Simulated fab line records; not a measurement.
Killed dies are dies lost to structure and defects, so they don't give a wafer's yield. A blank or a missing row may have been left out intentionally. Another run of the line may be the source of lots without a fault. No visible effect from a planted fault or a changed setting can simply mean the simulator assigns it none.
Which tool is to blame? -- flow sky130 -- Sampling: 11 lots, 33 wafers, 4 of 708 route steps

WHAT THE GAUGES SHOWED, per wafer
SKY_VIA3_THK_MEAS_01.
lot,measured,on,VIA3_HDPCVD_THK (nm)
L468,day 38 18:01,filmMetro-02,1627 1647 1615
L469,day 39 00:55,filmMetro-02,1636 1651 1626
L470,day 39 20:16,filmMetro-02,1613 1617 1635
L474,day 40 23:08,filmMetro-01,1603 1640 1610
L475,day 41 06:16,filmMetro-03,1597 1607 1616
L476,day 41 15:43,filmMetro-01,1588 1628 1586
L477,day 41 15:53,filmMetro-01,1637 1582 1597
L479,day 41 21:01,filmMetro-03,1612 1592 1611
L481,day 42 15:03,filmMetro-02,1598 1608 1303
L482,day 43 00:55,filmMetro-01,1603 1281 1605
L489,day 44 15:56,filmMetro-02,1663 1622 1615

EACH LOT AND THE TOOL THAT RAN IT (in order: tool; ch and the chambers of the sampled wafers; start)
lot,SKY_LI_CONTACT_SPUTTER_20,SKY_LOCAL_INTERCONNECT_ETCH_13,SKY_VIA3_HDPCVD_00
L468,"pvdSputter-04, day 29 08:32","rieMetal-01 ch 0,1, day 30 12:10","hdpcvd-01 ch 0,1,2, day 38 17:50"
L469,"pvdSputter-01, day 29 16:19","rieMetal-03 ch 0,1, day 30 21:43","hdpcvd-02 ch 0,1,2, day 39 00:49"
L470,"pvdSputter-04, day 30 11:31","rieMetal-02 ch 0,1, day 31 16:53","hdpcvd-02 ch 0,1,2, day 39 20:05"
L474,"pvdSputter-01, day 31 18:52","rieMetal-03 ch 1, day 32 22:29","hdpcvd-01 ch 0,2, day 40 22:57"
L475,"pvdSputter-02, day 32 03:10","rieMetal-02 ch 0,1, day 33 06:46","hdpcvd-01 ch 0,1, day 41 06:06"
L476,"pvdSputter-01, day 32 12:23","rieMetal-01 ch 0,1, day 33 16:34","hdpcvd-01 ch 0,2, day 41 15:33"
L477,"pvdSputter-04, day 32 13:37","rieMetal-02 ch 0,1, day 33 16:55","hdpcvd-02 ch 1,2, day 41 15:43"
L479,"pvdSputter-04, day 32 22:20","rieMetal-03 ch 1, day 34 01:25","hdpcvd-02 ch 1,2, day 41 20:50"
L481,"pvdSputter-01, day 33 16:47","rieMetal-01 ch 0, day 34 19:34","hdpcvd-01 ch 1,2, day 42 14:53"
L482,"pvdSputter-02, day 34 03:29","rieMetal-03 ch 0, day 35 06:38","hdpcvd-01 ch 0,1, day 43 00:44"
L489,"pvdSputter-02, day 35 22:58","rieMetal-03 ch 0,1, day 37 01:55","hdpcvd-02 ch 1,2, day 44 15:46"
- SKY_LI_CONTACT_SPUTTER_20: material TiN, target thk 20 nm, time 80 s.
- SKY_LOCAL_INTERCONNECT_ETCH_13: etches BARC in N2/H2, stops on SiO2, time 45.9 s, target depth 60 nm.
- SKY_VIA3_HDPCVD_00: deposits SiO2, target thk 1635 nm, time 268.6 s.

THE ANSWER, worked out from the rows above alone
Rule: the usual values come from the lots themselves. Put in order of their means at a reading, lots are off if they are a third of the lots or fewer, leave a main group of 4 or more, and stand apart from it by a gap of 3 or more times the standard deviation of the main group's means; of several such gaps the widest counts. The tables above print the reading to a certain number of digits; a main group whose means all agree to those digits is not used. Also off: a lot with no number at a reading for which 4 or more lots have one. Any other lot the step has rows for is counted as sound.
Off: L481, L482, seen at SKY_VIA3_THK_MEAS_01 (VIA3_HDPCVD_THK). Mean 1618 nm and standard deviation 13 in the main group.
A tool fits if, at a process step before that reading, it ran every lot that is off, and no sound lot after the first of them. The gauges at SKY_VIA3_THK_MEAS_01 are tried like those tools. One candidate fits, namely hdpcvd-01 at SKY_VIA3_HDPCVD_00. Its last sound lot is L476 (day 41 15:33), its first lot that is off L481 (day 42 14:53): a fault that began between those two fits.

WHAT THE SIMULATOR PUT IN
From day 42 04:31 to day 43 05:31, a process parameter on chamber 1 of hdpcvd-01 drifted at SKY_VIA3_HDPCVD_00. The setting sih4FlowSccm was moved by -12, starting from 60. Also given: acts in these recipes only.
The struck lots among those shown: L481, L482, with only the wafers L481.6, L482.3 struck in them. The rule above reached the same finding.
